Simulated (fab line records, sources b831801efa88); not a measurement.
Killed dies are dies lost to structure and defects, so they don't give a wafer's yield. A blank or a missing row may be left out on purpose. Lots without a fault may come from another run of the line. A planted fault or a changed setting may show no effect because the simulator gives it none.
Which tool did it? | flow gf180mcu | 6 lots, 16 wafers sampled, at 2 steps of a route of 602

WHAT THE GAUGES READ, wafer by wafer
GF_PASSIVATION_THK_MEAS_01.
lot  | measured     | on            | PASSIVATION_CVD_00_THK (nm)
L372 | day 28 22:11 | film_metro-04 | 990 984 1005
L374 | day 29 11:59 | film_metro-03 | 998 992 1002
L377 | day 30 16:38 | film_metro-04 | 982 981 985
L384 | day 32 11:54 | film_metro-03 | 1005 985 999
L390 | day 33 18:12 | film_metro-01 | 721 1020
L393 | day 34 11:53 | film_metro-01 | 727 1027

WHICH TOOL RAN EACH LOT (tool, then ch and the chambers of the sampled wafers, then the start)
lot  | GF_PASSIVATION_CVD_00
L372 | pecvd-03 ch 0,1,2, day 28 22:06
L374 | pecvd-03 ch 0,2, day 29 11:55
L377 | pecvd-03 ch 0,1, day 30 16:33
L384 | pecvd-03 ch 0,1, day 32 11:49
L390 | pecvd-03 ch 1, day 33 18:06
L393 | pecvd-03 ch 0,1, day 34 11:47
- GF_PASSIVATION_CVD_00: deposits SiO2 from TEOS, target thk 1000 nm, time 111.95 s.

THE ANSWER, worked out from the rows above alone
Rule: what is usual is taken from the lots themselves. Put in order of their means at a reading, lots are off if they are a third of the lots or fewer, leave a main group of 4 or more, and stand apart from it by a gap of 3 or more times the standard deviation of the main group's means; of several such gaps the widest counts. A main group whose means are all the same, to the digits that the tables above print for the reading, isn't used. A lot without any number at a reading at which 4 lots or more have one is off too. The other lots that the step has rows for count as sound.
Off: L390, L393, at GF_PASSIVATION_THK_MEAS_01 (PASSIVATION_CVD_00_THK). The main group: mean 992 nm, standard deviation 5.8.
A tool fits if, at a process step before that reading, it ran every lot that is off, and no sound lot after the first of them. The gauges at GF_PASSIVATION_THK_MEAS_01 are tried like those tools. Can't be told from this: 2 tools fit, pecvd-03 at GF_PASSIVATION_CVD_00, film_metro-01 at GF_PASSIVATION_THK_MEAS_01.

WHAT THE SIMULATOR HAD PUT IN
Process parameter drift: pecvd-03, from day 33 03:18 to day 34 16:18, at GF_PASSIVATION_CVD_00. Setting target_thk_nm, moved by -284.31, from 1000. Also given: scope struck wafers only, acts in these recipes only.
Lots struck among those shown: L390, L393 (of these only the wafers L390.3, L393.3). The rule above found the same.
